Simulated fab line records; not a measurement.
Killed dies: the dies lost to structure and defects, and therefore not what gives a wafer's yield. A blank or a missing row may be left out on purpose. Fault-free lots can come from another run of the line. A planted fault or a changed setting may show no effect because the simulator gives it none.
Split-lot experiment -- flow sky130 -- 23 wafers read from 5 lots, route of 708 steps

SPLIT DETAILS
At SKY_POLY_GATE_IMPLANT_02, the setting energy_kev was moved away from the recipe's 30 on 7 of the 23 wafers read, by +2.2% to +5.6%. The other wafers ran this setting at the recipe's value.

FROM THE SPLIT ON TO THE READING: in between, the file shows 1 step
- SKY_RES_PROTECT_STRIP_07: strips in O2/N2

THE READING
POLY_GATE_TW, at SKY_RES_PROTECT_TW_MEAS_08. A value of 3996 with a standard deviation of 24 is what fault-free wafers of this fab line usually give.

wafer,"tool, chamber at the split",energy_kev as run,against the recipe,POLY_GATE_TW,against lot-mates on the recipe
L074.1,"implanter-03, 0",30,recipe,3968,-
L074.2,"implanter-03, 0",30.65,+2.2%,4017,+31
L074.3,"implanter-03, 0",30.65,+2.2%,3997,+11
L074.4,"implanter-03, 0",30,recipe,4004,-
L074.6,"implanter-03, 0",30.65,+2.2%,4028,+42
L077.1,"implanter-04, 0",30,recipe,4017,-
L077.2,"implanter-04, 0",30,recipe,4018,-
L077.4,"implanter-04, 0",31.35,+4.5%,4049,+38
L077.5,"implanter-04, 0",31.35,+4.5%,4078,+67
L077.6,"implanter-04, 0",30,recipe,3998,-
L081.1,"implanter-03, 0",31.68,+5.6%,4095,+73
L081.2,"implanter-03, 0",30,recipe,4031,-
L081.3,"implanter-03, 0",30,recipe,4028,-
L081.4,"implanter-03, 0",30,recipe,4007,-
L081.5,"implanter-03, 0",31.68,+5.6%,4087,+65
L084.2,"implanter-04, 0",30,recipe,4022,-
L084.3,"implanter-04, 0",30,recipe,4007,-
L084.4,"implanter-04, 0",30,recipe,3990,-
L084.5,"implanter-04, 0",30,recipe,3993,-
L084.6,"implanter-04, 0",30,recipe,3991,-
L085.1,"implanter-02, 0",30,recipe,3996,-
L085.3,"implanter-02, 0",30,recipe,4029,-
L085.6,"implanter-02, 0",30,recipe,4001,-

THE FIT
A straight line over all 23 wafers: POLY_GATE_TW changes by +13.4 for each +1% of energy_kev; r = +0.83; the points scatter about the line by 18.
The same after taking each lot's own level away (the mean of its wafers on the recipe; 23 wafers): +12.1 for each +1%; r = +0.88; scatter 13.
Per that fit: largest energy_kev move, reading shift of 68.
Across the lots, their own levels run from 3986.0 to 4022.0, a range of 1.5 times the standard deviation given above.
Hence the slope depends on the lot-to-lot level, as the two fits are not the same.
Check: for one of the wafers moved furthest among these (+5.6%), held out of the fit, the line's prediction against its lot-mates is +66.3. Against them it came out at +73.

ADDITIONAL SPLITS CARRIED BY THESE WAFERS
These wafers also went through other splits before the reading. Each is held against what the fit with the lots' levels taken away leaves over:
other split on the same wafers,wafers away from the commonest value,r with POLY_GATE_TW (lot level and that fit taken away)
SKY_SONOS_ONO_OXIDATION_00 ox_time_s,15,-0.01
SKY_SONOS_ONO_COAT_08 resist_thk_nm,4,-0.11
SKY_SONOS_ONO_ETCH_15 source_w,4,+0.12

THE WHOLE CHAIN: every reading that the file lists as answering this split, in the file's order
step,what it does,reading,change (the file's fit),r (the file's)
SKY_POLY_GATE_IMPLANT_02,,"implant.rp_nm (the simulator's own value, which no gauge read)",+0.35 nm for each +1% of the setting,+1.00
SKY_POLY_GATE_IMPLANT_02,,"implant.drp_nm (the simulator's own value, which no gauge read)",+0.139 nm for each +1% of the setting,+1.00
SKY_RES_PROTECT_STRIP_07,strips in O2/N2,strip_time_to_endpoint_s,withheld for each +1% of the setting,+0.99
SKY_RES_PROTECT_TW_MEAS_08,,POLY_GATE_TW,+12.1 for each +1% of the setting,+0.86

THE FILE'S OWN FIT
POLY_GATE_TW changes by +12.1 for each +1% of energy_kev, r = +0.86.
